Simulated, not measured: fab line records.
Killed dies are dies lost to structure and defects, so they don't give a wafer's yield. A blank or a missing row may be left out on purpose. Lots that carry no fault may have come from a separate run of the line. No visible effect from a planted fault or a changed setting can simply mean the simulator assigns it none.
fab line records | flow gf180mcu | part 1 of 2: steps 1 to 25 of 35
[record] lots = 5 wafers = 15 lastDay = 34
route steps=602 shown PSD@258 NSD@262 SAB@264 SALICIDE@278 CONTACT@287
lots with no fault: from the same line, run without faults
startH: hours from the record's opening day to when the first of the lot's shown wafers began | waitH: hours from the lot's prior step to this one | " as in the row above | L1.1+2: several wafers, shown together as one row | - no value, or no start was given | * or withheld: withheld | < > ~ a bound
route shown NAME@n: NAME is a module with steps in the file, n the number in the route of the first one | usual: the fault-free wafers' mean and standard deviation | same: alike in all rows | chamber/n: place in a boat | sites: per-site readings | _std_site: the standard deviation of these | _edge_site: the outer-site mean with the inner-site mean subtracted | radiusMm: how far each site lies from the wafer's centre | mask NAME#n: copy n | behind: tool/chamber where the wafer was last shaped | hold: the reason the lot was held/the length of the hold in hours/how it ended | device: the n, p or np transistor that did not switch | end of line: tests of these same wafers at the route's end | step lacking rows: just its recipe | killed: dies lost to structure and defects at the first sort, not the wafer's yield | map: the dies of a wafer, with x for killed, . for not killed, _ for no die there
set.NAME: the setting as run; set.NAME@STEP: as run at that earlier step | model.NAME: the simulator's own value behind a step, which no gauge read
lots at selected steps of the route; one table per step, one row per wafer
services: when a tool's chamber went out of use (startH, in hours from the record's first day, below 0 if earlier), for how many hours, and the reason
[[steps]]
[step GF_PSD_STRIP_10]
[recipe] chemistry = O2/N2 powerW = 1400 pressureMtorr = 1500 platenTempC = 250 o2FlowSccm = 3000 n2FlowSccm = 300 overashFraction = 0.5
[usual] drypumpMotorCurrentA = 5.5/0.6 heaterPowerW = 359/42 o2FlowSccm = 3002/9.8 oesProductAu = 0.592/0.0046 stripTimeToEndpointS = 16.54/0.046
[same] overashFraction = 0.5
// columns lot.wafer tool chamber startH waitH drypumpMotorCurrentA heaterPowerW o2FlowSccm oesProductAu rfHoursCounterH stripTimeToEndpointS
L076.2 plasmaAsher-03 0 333.50 0.1 5.9 336 2998 0.597 56 16.53
L076.3 " 1 " " 4.7 308 3017 0.592 - 16.52
L076.4 " 0 " " 5.9 342 3015 0.594 - 16.55
L083.1 plasmaAsher-04 1 399.97 0.1 6.2 428 2993 0.594 75 16.59
L083.4 " 1 " " 6.2 431 3001 0.593 - 16.58
L083.5 " 1 " " 6.2 437 2982 0.595 - 16.54
L086.2 plasmaAsher-02 0 424.15 0.1 6.1 380 2976 0.589 31 16.57
L086.3 " 1 " " 5.1 339 2999 0.595 - 16.55
L086.4 " 0 " " 6.1 391 2987 0.590 - 16.53
L094.1 plasmaAsher-04 0 486.64 0.1 4.9 376 2988 0.588 84 16.51
L094.3 " 1 " " 6.2 425 2979 0.586 - 16.54
L094.4 " 0 " " 4.9 381 2991 0.584 - 16.53
L096.2 plasmaAsher-03 0 508.90 0.1 6.0 335 2996 0.596 74 16.54
L096.3 " 0 " " 5.9 336 3012 0.587 - 16.51
L096.6 " 1 " " 4.7 310 2999 0.591 - 16.52
[step GF_PSD_TW_MEAS_11]
[usual] PSD_TW = 3147/24
// columns lot.wafer tool chamber startH waitH PSD_TW
L076.2 filmMetro-04 - 333.61 0.1 3126
L076.3 " - " " 3147
L076.4 " - " " 3122
L083.1 filmMetro-04 - 400.07 0.1 3126
L083.4 " - " " 3114
L083.5 " - " " 3129
L086.2 filmMetro-04 - 424.26 0.1 3153
L086.3 " - " " 3151
L086.4 " - " " 3135
L094.1 filmMetro-04 - 486.74 0.1 3129
L094.3 " - " " 3125
L094.4 " - " " 3119
L096.2 filmMetro-01 - 509.01 0.1 3168
L096.3 " - " " 3172
L096.6 " - " " 3160
[step GF_PSD_CLEAN_12]
[recipe] chemistry = SC1/SC2 mix = 1:4:20 tempC = 70 timeS = 150 dry = n2Spin
[usual] tempC = 69.99/0.13
// columns lot.wafer tool chamber startH waitH tempC
L076.2 wetBench-03 0 333.66 0.0 70.16
L076.3 " 0 " " 70.08
L076.4 " 0 " " 69.99
L083.1 wetBench-03 0 400.13 0.1 70.10
L083.4 " 0 " " 70.05
L083.5 " 0 " " 69.93
L086.2 wetBench-03 3 424.31 0.0 69.90
L086.3 " 3 " " 70.07
L086.4 " 3 " " 70.00
L094.1 wetBench-02 3 486.80 0.1 70.12
L094.3 " 3 " " 69.97
L094.4 " 3 " " 69.96
L096.2 wetBench-01 3 509.06 0.0 70.19
L096.3 " 3 " " 70.10
L096.6 " 3 " " 69.97
[step GF_PSD_RTA_13]
[recipe] tempC = 1025 timeS = 20 ambient = N2
[usual] lampPowerPct = 35.7/2.1 wafer_temp_C_max = 1031.3/1.8
// columns lot.wafer tool chamber startH waitH lampPowerPct wafer_temp_C_max
L076.2 rtpAnneal-02 0 333.73 0.0 37.7 1033.4
L076.3 " 0 " " 37.6 1034.3
L076.4 " 0 " " 37.7 1031.8
L083.1 rtpAnneal-02 0 400.18 0.0 37.7 1031.9
L083.4 " 0 " " 37.7 1030.8
L083.5 " 0 " " 37.7 1034.2
L086.2 rtpAnneal-02 0 424.38 0.0 37.7 1030.5
L086.3 " 0 " " 37.7 1030.2
L086.4 " 0 " " 37.6 1032.1
L094.1 rtpAnneal-01 0 486.85 0.0 33.5 1028.6
L094.3 " 0 " " 33.4 1029.7
L094.4 " 0 " " 33.4 1029.1
L096.2 rtpAnneal-01 0 509.13 0.0 33.4 1029.5
L096.3 " 0 " " 33.4 1029.6
L096.6 " 0 " " 33.4 1030.0
[step GF_PSD_RS_MEAS_14]
[recipe] thkMeasGauge = four-point-probe
[usual] NSD_RS = 46.15/0.089
// columns lot.wafer tool chamber startH waitH NSD_RS[ohm/sq]
L076.2 filmMetro-03 - 333.82 0.1 46.29
L076.3 " - " " 46.14
L076.4 " - " " 46.10
L083.1 filmMetro-01 - 400.27 0.1 46.03
L083.4 " - " " 46.14
L083.5 " - " " 46.10
L086.2 filmMetro-04 - 424.47 0.1 46.31
L086.3 " - " " 46.25
L086.4 " - " " 46.25
L094.1 filmMetro-03 - 486.93 0.1 46.20
L094.3 " - " " 46.09
L094.4 " - " " 46.15
L096.2 filmMetro-03 - 509.21 0.1 46.28
L096.3 " - " " 46.31
L096.6 " - " " 46.23
[step GF_PSD_RS_MEAS_15]
[recipe] thkMeasGauge = four-point-probe
[usual] PSD_RS = 108.59/0.27
// columns lot.wafer tool chamber startH waitH PSD_RS[ohm/sq]
L076.2 filmMetro-03 - 333.94 0.1 109.05
L076.3 " - " " 108.55
L076.4 " - " " 108.24
L083.1 filmMetro-01 - 400.39 0.1 108.38
L083.4 " - " " 108.21
L083.5 " - " " 108.60
L086.2 filmMetro-04 - 424.59 0.1 108.83
L086.3 " - " " 108.85
L086.4 " - " " 108.96
L094.1 filmMetro-03 - 487.05 0.1 108.85
L094.3 " - " " 108.33
L094.4 " - " " 108.60
L096.2 filmMetro-03 - 509.33 0.1 108.98
L096.3 " - " " 109.18
L096.6 " - " " 108.86
[step GF_SAB_CVD_00]
[recipe] material = SiO2 targetThkNm = 50 precursor = TEOS tempC = 400 timeS = 4.9302 rfW = 600
[usual] heaterPowerW = 634/69
// columns lot.wafer tool chamber startH waitH heaterPowerW
L076.2 pecvd-03 2 334.04 0.1 645
L076.3 " 1 " " 553
L076.4 " 2 " " 659
L083.1 pecvd-01 1 400.51 0.1 813
L083.4 " 0 " " 615
L083.5 " 1 " " 813
L086.2 pecvd-03 2 424.69 0.1 631
L086.3 " 2 " " 646
L086.4 " 0 " " 617
L094.1 pecvd-04 1 487.17 0.1 611
L094.3 " 2 " " 530
L094.4 " 1 " " 628
L096.2 pecvd-04 0 509.43 0.1 650
L096.3 " 2 " " 623
L096.6 " 1 " " 644
[step GF_SAB_THK_MEAS_01]
[recipe] reads = SiO2_of_SAB_CVD_00
[usual] SAB_CVD_00_THK = 50.2/0.64
// columns lot.wafer tool chamber startH waitH SAB_CVD_00_THK[nm]
L076.2 filmMetro-01 - 334.07 0.0 50.1
L076.3 " - " " 49.1
L076.4 " - " " 50.4
L083.1 filmMetro-02 - 400.53 0.0 49.8
L083.4 " - " " 51.4
L083.5 " - " " 50.8
L086.2 filmMetro-02 - 424.73 0.0 49.7
L086.3 " - " " 50.6
L086.4 " - " " 50.5
L094.1 filmMetro-01 - 487.19 0.0 49.6
L094.3 " - " " 48.5
L094.4 " - " " 49.8
L096.2 filmMetro-01 - 509.46 0.0 50.1
L096.3 " - " " 49.6
L096.6 " - " " 50.5
[step GF_SAB_DEHYDRATE_02]
[recipe] tempC = 200 timeS = 60
[usual] chillPlateTempC = 23.02/0.11
// columns lot.wafer tool chamber startH waitH chillPlateTempC
L076.2 lithoTrack-04 0 343.79 9.7 23.16
L076.3 " 0 " " 22.98
L076.4 " 0 " " 23.03
L083.1 lithoTrack-04 0 412.11 11.6 22.93
L083.4 " 0 " " 23.08
L083.5 " 0 " " 23.07
L086.2 lithoTrack-04 0 437.04 12.3 22.91
L086.3 " 0 " " 22.82
L086.4 " 0 " " 22.86
L094.1 lithoTrack-04 0 498.06 10.9 22.93
L094.3 " 0 " " 22.98
L094.4 " 0 " " 23.09
L096.2 lithoTrack-04 0 520.54 11.1 23.07
L096.3 " 0 " " 23.08
L096.6 " 0 " " 23.14
[step GF_SAB_HMDS_03]
[recipe] primeTimeS = 60 primeTempC = 120
[usual] chillPlateTempC = 23.00/0.12
[same] primeTimeS = 60
// columns lot.wafer tool chamber startH waitH chillPlateTempC
L076.2 lithoTrack-04 0 343.94 0.1 22.76
L076.3 " 0 " " 22.85
L076.4 " 0 " " 23.01
L083.1 lithoTrack-04 0 412.26 0.1 23.11
L083.4 " 0 " " 23.04
L083.5 " 0 " " 23.28
L086.2 lithoTrack-04 0 437.19 0.1 22.97
L086.3 " 0 " " 23.24
L086.4 " 0 " " 23.06
L094.1 lithoTrack-04 0 498.21 0.1 22.97
L094.3 " 0 " " 23.19
L094.4 " 0 " " 23.17
L096.2 lithoTrack-04 0 520.69 0.1 23.07
L096.3 " 0 " " 22.87
L096.6 " 0 " " 22.96
[step GF_SAB_COAT_04]
[recipe] resist = NOVOLAK spinRpm = 3000 resistThkNm = 1000
[usual] chillPlateTempC = 23.01/0.094
// columns lot.wafer tool chamber startH waitH chillPlateTempC
L076.2 lithoTrack-04 0 344.09 0.1 22.94
L076.3 " 0 " " 22.84
L076.4 " 0 " " 23.08
L083.1 lithoTrack-04 0 412.41 0.1 23.05
L083.4 " 0 " " 23.07
L083.5 " 0 " " 23.03
L086.2 lithoTrack-04 0 437.34 0.1 22.83
L086.3 " 0 " " 23.01
L086.4 " 0 " " 23.18
L094.1 lithoTrack-04 0 498.36 0.1 23.07
L094.3 " 0 " " 23.04
L094.4 " 0 " " 22.96
L096.2 lithoTrack-04 0 520.84 0.1 23.05
L096.3 " 0 " " 22.95
L096.6 " 0 " " 22.90
[step GF_SAB_SOFTBAKE_05]
[recipe] tempC = 90 timeS = 60 resist = NOVOLAK
[usual] chillPlateTempC = 22.99/0.1
// columns lot.wafer tool chamber startH waitH chillPlateTempC
L076.2 lithoTrack-04 0 344.24 0.1 23.09
L076.3 " 0 " " 22.97
L076.4 " 0 " " 22.92
L083.1 lithoTrack-04 0 412.56 0.1 22.99
L083.4 " 0 " " 23.15
L083.5 " 0 " " 23.10
L086.2 lithoTrack-04 0 437.49 0.1 23.01
L086.3 " 0 " " 23.10
L086.4 " 0 " " 22.91
L094.1 lithoTrack-04 0 498.51 0.1 23.06
L094.3 " 0 " " 22.97
L094.4 " 0 " " 22.90
L096.2 lithoTrack-04 0 520.99 0.1 22.76
L096.3 " 0 " " 23.02
L096.6 " 0 " " 22.85
[step GF_SAB_EXPOSE_06]
[recipe] maskId = SAB targetCdNm = 420 na = 0.6 sourceShape = conventional sigmaOuter = 0.6 doseMj = 140
// columns lot.wafer tool chamber startH waitH mask
L076.2+3+4 ilineStepper-01 0 - - SAB#0
L083.1+4+5 ilineStepper-02 0 - - SAB#0
L086.2+3+4 ilineStepper-01 0 - - SAB#0
L094.1+3+4 ilineStepper-02 0 - - SAB#0
L096.2+3+6 ilineStepper-01 0 - - SAB#0
[step GF_SAB_PEB_07]
[recipe] tempC = withheld timeS = * resist = NOVOLAK
[usual] chillPlateTempC = *
// columns lot.wafer tool chamber startH waitH chillPlateTempC
L076.2 lithoTrack-02 0 - - *
L076.3 " 0 " " *
L076.4 " 0 " " *
L083.1 lithoTrack-01 0 - - *
L083.4 " 0 " " *
L083.5 " 0 " " *
L086.2 lithoTrack-02 0 - - *
L086.3 " 0 " " *
L086.4 " 0 " " *
L094.1 lithoTrack-02 0 - - *
L094.3 " 0 " " *
L094.4 " 0 " " *
L096.2 lithoTrack-04 0 - - *
L096.3 " 0 " " *
L096.6 " 0 " " *
[step GF_SAB_DEVELOP_08]
[recipe] developTimeS = 60 devTempC = 23
[usual] chillPlateTempC = 22.97/0.11
[same] developTimeS = 60
// columns lot.wafer tool chamber startH waitH chillPlateTempC
L076.2 lithoTrack-02 0 355.00 0.1 23.01
L076.3 " 0 " " 22.89
L076.4 " 0 " " 23.08
L083.1 lithoTrack-01 0 423.48 0.1 23.02
L083.4 " 0 " " 23.01
L083.5 " 0 " " 22.98
L086.2 lithoTrack-02 0 448.34 0.1 22.91
L086.3 " 0 " " 22.90
L086.4 " 0 " " 22.91
L094.1 lithoTrack-02 0 510.32 0.1 22.89
L094.3 " 0 " " 22.85
L094.4 " 0 " " 22.96
L096.2 lithoTrack-04 0 531.84 0.1 23.17
L096.3 " 0 " " 23.14
L096.6 " 0 " " 23.12
[step GF_SAB_CD_MEAS_09]
[recipe] targetCdNm = 420
[usual] cdNm = 420.6/2.3
// columns lot.wafer tool chamber startH waitH cdNm
L076.2 cdSem-01 - 355.14 0.1 426.2
L076.3 " - " " 426.6
L076.4 " - " " 425.3
L083.1 cdSem-02 - 423.63 0.1 421.6
L083.4 " - " " 420.0
L083.5 " - " " 420.8
L086.2 cdSem-01 - 448.54 0.2 423.2
L086.3 " - " " 419.3
L086.4 " - " " 422.0
L094.1 cdSem-02 - 510.57 0.2 423.3
L094.3 " - " " 423.2
L094.4 " - " " 425.5
L096.2 cdSem-02 - 531.98 0.1 420.1
L096.3 " - " " 422.4
L096.6 " - " " 420.5
[step GF_SAB_OVL_MEAS_10]
[usual] SAB_OVL = 0.3/1.3
// columns lot.wafer tool chamber startH waitH SAB_OVL[nm]
L076.2 overlay-01 - 355.25 0.1 -0.2
L076.3 " - " " 0.2
L076.4 " - " " 0.3
L083.1 overlay-01 - 423.75 0.1 0.9
L083.4 " - " " 1.6
L083.5 " - " " 2.2
L086.2 overlay-01 - 448.64 0.1 0.7
L086.3 " - " " -0.3
L086.4 " - " " 1.2
L094.1 overlay-01 - 510.69 0.1 0.3
L094.3 " - " " 1.5
L094.4 " - " " 1.0
L096.2 overlay-01 - 532.09 0.1 1.0
L096.3 " - " " 1.4
L096.6 " - " " 1.3
[step GF_SAB_ETCH_11]
[recipe] chemistry = C4F8/O2/Ar maskMaterial = NOVOLAK target = SiO2 targetDepthNm = 55 sourceW = 1500 biasW = 1200 pressureMtorr = 40 c4f8FlowSccm = withheld O2_flow_sccm = 6 Ar_flow_sccm = 300 timeS = 8.5
[usual] oesProductAu = 0.993/0.01
// columns lot.wafer tool chamber startH waitH oesProductAu rfHoursCounterH
L076.2 rieDiel-04 0 355.28 0.0 0.996 9
L076.3 " 2 " " 0.991 60
L076.4 " 3 " " 0.998 61
L083.1 rieDiel-04 3 423.79 0.0 0.985 63
L083.4 " 0 " " 0.988 11
L083.5 " 2 " " 0.990 -
L086.2 rieDiel-02 2 448.67 0.0 0.989 6
L086.3 " 0 " " 0.988 19
L086.4 " 0 " " 0.983 -
L094.1 rieDiel-04 0 510.72 0.0 0.993 13
L094.3 " 2 " " 0.994 64
L094.4 " 1 " " 0.986 74
L096.2 rieDiel-04 2 532.12 0.0 0.994 65
L096.3 " 0 " " 0.991 13
L096.6 " 2 " " 0.996 -
[step GF_SAB_WET_ETCH_12]
[recipe] chemistry = dHF targetDepthNm = 22 dry = n2Spin target = SiO2 tempC = 25 dilution = 100:1 timeS = 440
[usual] tempC = 25.01/0.11
// columns lot.wafer tool chamber startH waitH tempC
L076.2 wetBench-01 2 355.30 0.0 25.09
L076.3 " 2 " " 24.91
L076.4 " 2 " " 25.11
L083.1 wetBench-02 0 423.81 0.0 25.01
L083.4 " 0 " " 24.99
L083.5 " 0 " " 24.84
L086.2 wetBench-01 2 448.69 0.0 24.90
L086.3 " 2 " " 24.90
L086.4 " 2 " " 24.90
L094.1 wetBench-01 3 510.74 0.0 24.85
L094.3 " 3 " " 24.93
L094.4 " 3 " " 24.94
L096.2 wetBench-02 3 532.14 0.0 24.84
L096.3 " 3 " " 24.98
L096.6 " 3 " " 24.86
[step GF_SAB_STRIP_13]
[recipe] chemistry = O2/N2 powerW = 1400 pressureMtorr = 1500 platenTempC = 250 o2FlowSccm = 3000 n2FlowSccm = 300 overashFraction = 0.5
[usual] drypumpMotorCurrentA = 5.7/0.5 heaterPowerW = 375/30 o2FlowSccm = 3001/8.3 oesProductAu = 0.709/0.0046 stripTimeToEndpointS = 12.62/0.044
[same] overashFraction = 0.5
// columns lot.wafer tool chamber startH waitH drypumpMotorCurrentA heaterPowerW o2FlowSccm oesProductAu rfHoursCounterH stripTimeToEndpointS
L076.2 plasmaAsher-01 0 355.43 0.0 6.0 380 2998 0.708 69 12.68
L076.3 " 1 " " 5.8 345 3000 0.712 - 12.70
L076.4 " 0 " " 6.1 379 3005 0.707 - 12.65
L083.1 plasmaAsher-04 1 423.95 0.0 6.2 418 3019 0.717 77 12.61
L083.4 " 0 " " 4.9 377 3006 0.719 - 12.62
L083.5 " 0 " " 4.9 368 3009 0.704 - 12.62
L086.2 plasmaAsher-02 0 448.84 0.0 6.1 399 3005 0.704 34 12.60
L086.3 " 1 " " 5.1 343 2991 0.710 - 12.59
L086.4 " 0 " " 6.1 398 3004 0.710 - 12.62
L094.1 plasmaAsher-01 0 510.87 0.0 6.1 351 3003 0.704 9 12.60
L094.3 " 1 " " 5.8 345 3012 0.708 - 12.64
L094.4 " 0 " " 6.1 347 2997 0.703 - 12.58
L096.2 plasmaAsher-02 1 532.29 0.0 5.1 346 2997 0.716 42 12.58
L096.3 " 0 " " 6.1 402 3001 0.707 - 12.64
L096.6 " 0 " " 6.1 380 3006 0.714 - 12.54
[step GF_SALICIDE_CLEAN_00]
[recipe] chemistry = SC1/SC2 mix = 1:4:20 tempC = 70 timeS = 150
[usual] tempC = 70.01/0.12
// columns lot.wafer tool chamber startH waitH tempC
L076.2 wetBench-04 0 355.53 0.1 70.06
L076.3 " 0 " " 70.32
L076.4 " 0 " " 70.12
L083.1 wetBench-03 0 424.05 0.1 69.80
L083.4 " 0 " " 69.98
L083.5 " 0 " " 70.10
L086.2 wetBench-04 1 448.94 0.1 69.89
L086.3 " 1 " " 69.76
L086.4 " 1 " " 69.92
L094.1 wetBench-03 2 510.97 0.1 70.23
L094.3 " 2 " " 70.19
L094.4 " 2 " " 69.99
L096.2 wetBench-04 0 532.39 0.1 70.05
L096.3 " 0 " " 69.93
L096.6 " 0 " " 69.97
[step GF_SALICIDE_WET_ETCH_01]
[recipe] chemistry = dHF targetDepthNm = 5 dry = ipaMarangoni target = SiO2 tempC = 25 dilution = 100:1 timeS = 100
[usual] tempC = 25.00/0.1
// columns lot.wafer tool chamber startH waitH tempC
L076.2 wetBench-03 0 355.58 0.0 25.03
L076.3 " 0 " " 24.86
L076.4 " 0 " " 24.92
L083.1 wetBench-01 3 424.11 0.0 24.95
L083.4 " 3 " " 24.98
L083.5 " 3 " " 25.02
L086.2 wetBench-01 0 448.99 0.0 25.09
L086.3 " 0 " " 25.17
L086.4 " 0 " " 25.03
L094.1 wetBench-01 0 511.03 0.0 24.96
L094.3 " 0 " " 25.10
L094.4 " 0 " " 24.99
L096.2 wetBench-03 0 532.45 0.0 25.06
L096.3 " 0 " " 25.11
L096.6 " 0 " " 24.99
[step GF_SALICIDE_SPUTTER_02]
[recipe] material = Co targetThkNm = 10 powerW = 1000 timeS = 20 chamberPressurePa = 0.4
[usual] throttleValvePct = 30.8/0.84
// columns lot.wafer tool chamber startH waitH throttleValvePct
L076.2 pvdSputter-04 - 355.61 0.0 30.7
L076.3 " - " " 31.2
L076.4 " - " " 31.0
L083.1 pvdSputter-04 - 424.14 0.0 30.9
L083.4 " - " " 30.9
L083.5 " - " " 31.0
L086.2 pvdSputter-01 - 449.03 0.0 30.6
L086.3 " - " " 30.8
L086.4 " - " " 32.4
L094.1 pvdSputter-04 - 511.06 0.0 30.7
L094.3 " - " " 30.7
L094.4 " - " " 30.7
L096.2 pvdSputter-04 - 532.59 0.0 31.1
L096.3 " - " " 30.8
L096.6 " - " " 30.8
[step GF_SALICIDE_SPUTTER_03]
[recipe] material = TiN targetThkNm = 20 powerW = 6500 timeS = 16.7 chamberPressurePa = 0.4
[usual] throttleValvePct = 30.8/0.82
// columns lot.wafer tool chamber startH waitH throttleValvePct
L076.2 pvdSputter-04 - 355.64 0.0 31.0
L076.3 " - " " 31.3
L076.4 " - " " 30.9
L083.1 pvdSputter-04 - 424.20 0.0 30.7
L083.4 " - " " 30.4
L083.5 " - " " 30.8
L086.2 pvdSputter-01 - 449.05 0.0 31.0
L086.3 " - " " 30.6
L086.4 " - " " 32.7
L094.1 pvdSputter-04 - 511.09 0.0 31.0
L094.3 " - " " 30.7
L094.4 " - " " 30.6
L096.2 pvdSputter-04 - 532.62 0.0 30.9
L096.3 " - " " 30.6
L096.6 " - " " 30.6
[step GF_SALICIDE_RS_MEAS_04]
[recipe] thkMeasGauge = four-point-probe reads = TiN_of_SALICIDE_SPUTTER_03+Co_of_SALICIDE_SPUTTER_02
[usual] SALICIDE_TIN_RS = 16.3/0.39
// columns lot.wafer tool chamber startH waitH SALICIDE_TIN_RS[ohm/sq]
L076.2 filmMetro-04 - 355.69 0.0 15.9
L076.3 " - " " 16.1
L076.4 " - " " 15.9
L083.1 filmMetro-03 - 424.25 0.0 15.9
L083.4 " - " " 16.1
L083.5 " - " " 15.9
L086.2 filmMetro-04 - 449.12 0.1 16.9
L086.3 " - " " 16.8
L086.4 " - " " 16.8
L094.1 filmMetro-03 - 511.12 0.0 16.1
L094.3 " - " " 16.4
L094.4 " - " " 16.1
L096.2 filmMetro-03 - 532.67 0.0 16.1
L096.3 " - " " 16.4
L096.6 " - " " 16.4
